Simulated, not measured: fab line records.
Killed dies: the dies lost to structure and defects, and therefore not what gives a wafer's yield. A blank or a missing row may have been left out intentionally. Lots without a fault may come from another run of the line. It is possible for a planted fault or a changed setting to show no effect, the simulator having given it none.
Commonality check across tools ; flow gf180mcu ; 11 lots, 33 wafers sampled

## REASON IT WAS OPENED
2 of 11 lots carry a flag on the reading STI_CVD_03_THK at GF_STI_THK_MEAS_04. Fault-free wafers read 205.7 nm, with a standard deviation of 2.1.
Rule: flag the lot when none of its wafers has a number, or when each of its wafers that has one lies beyond 4 standard deviations from that mean. All remaining lots are regarded as sound.

lot;measured;on;STI_CVD_03_THK (nm), wafer by wafer;flag
L905;day 1 13:34;filmMetro-03;205.4 204.8 205.4;
L906;day 1 18:34;filmMetro-01;205.6 206.3 205.8;
L907;day 1 23:34;filmMetro-01;211.3 208.4 208.9;
L908;day 2 04:34;filmMetro-03;207.7 206.0 207.5;
L909;day 2 10:05;filmMetro-04;202.7 205.2 205.4;
L910;day 2 14:34;filmMetro-01;205.7 205.1 206.9;
L914;day 3 10:35;filmMetro-03;203.3 203.3 204.2;
L915;day 3 15:34;filmMetro-04;171.3 170.8 172.9;FLAGGED
L917;day 4 02:23;filmMetro-03;172.7 172.6 173.5;FLAGGED
L919;day 4 13:43;filmMetro-03;205.3 206.7 206.8;
L927;day 6 06:04;filmMetro-03;201.7 200.7 200.3;
The mean of the flagged lots' numbers is 172.3 nm, -33.4 nm from the usual (-16 standard deviations).

## EACH LOT AND THE TOOL IT RAN ON
The record keeps 1 process step preceding the reading, out of 602 steps on the route. Read each cell as the tool, then ch plus the chambers that the sampled wafers visited, then the start.
lot;flag;GF_STI_CVD_03
L905;;lpcvd-01 ch 0, day 1 11:34
L906;;lpcvd-01 ch 0, day 1 16:34
L907;;lpcvd-02 ch 1, day 1 21:34
L908;;lpcvd-01 ch 0, day 2 02:34
L909;;lpcvd-01 ch 0, day 2 08:05
L910;;lpcvd-02 ch 0, day 2 12:34
L914;;lpcvd-01 ch 1, day 3 08:34
L915;FLAGGED;lpcvd-02 ch 0, day 3 13:34
L917;FLAGGED;lpcvd-02 ch 0, day 4 00:24
L919;;lpcvd-01 ch 0, day 4 11:44
L927;;lpcvd-01 ch 1, day 6 01:34
These steps, and what they do:
- GF_STI_CVD_03: deposits Si3N4 from DCS/NH3, target thk 207.16 nm, time 3551 s.
- GF_STI_THK_MEAS_04

## FLAGGED OVER TOTAL, TOOL BY TOOL (the gauges that took the reading come last)
step;tool;lots run;flagged;share of the flagged lots;sound lots run after its first flagged lot
GF_STI_CVD_03;lpcvd-01;7;0;none;-
GF_STI_CVD_03;lpcvd-02;4;2;all;0
GF_STI_THK_MEAS_04;filmMetro-01;3;0;none;-
GF_STI_THK_MEAS_04;filmMetro-03;6;1;some;2 (L919,L927)
GF_STI_THK_MEAS_04;filmMetro-04;2;1;some;0

## WHAT IS ALLOWED BY THE TABLE
In the table, 1 row covers all flagged lots: lpcvd-02 at GF_STI_CVD_03.
- lpcvd-02 at GF_STI_CVD_03: 2 of its 4 lots flagged. Last sound lot L910 at day 2 12:34, first flagged lot L915 at day 3 13:34; a fault beginning in between fits.
lpcvd-02 at GF_STI_CVD_03 is the single tool remaining.

## WHAT WAS PUT IN BY THE SIMULATOR
Site profile drift: lpcvd-02, from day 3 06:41 on, at GF_STI_CVD_03. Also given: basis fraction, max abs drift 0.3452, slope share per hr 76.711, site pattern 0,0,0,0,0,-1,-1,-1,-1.
Shown lots that were struck: L915, L917. The rule above reached the same finding.
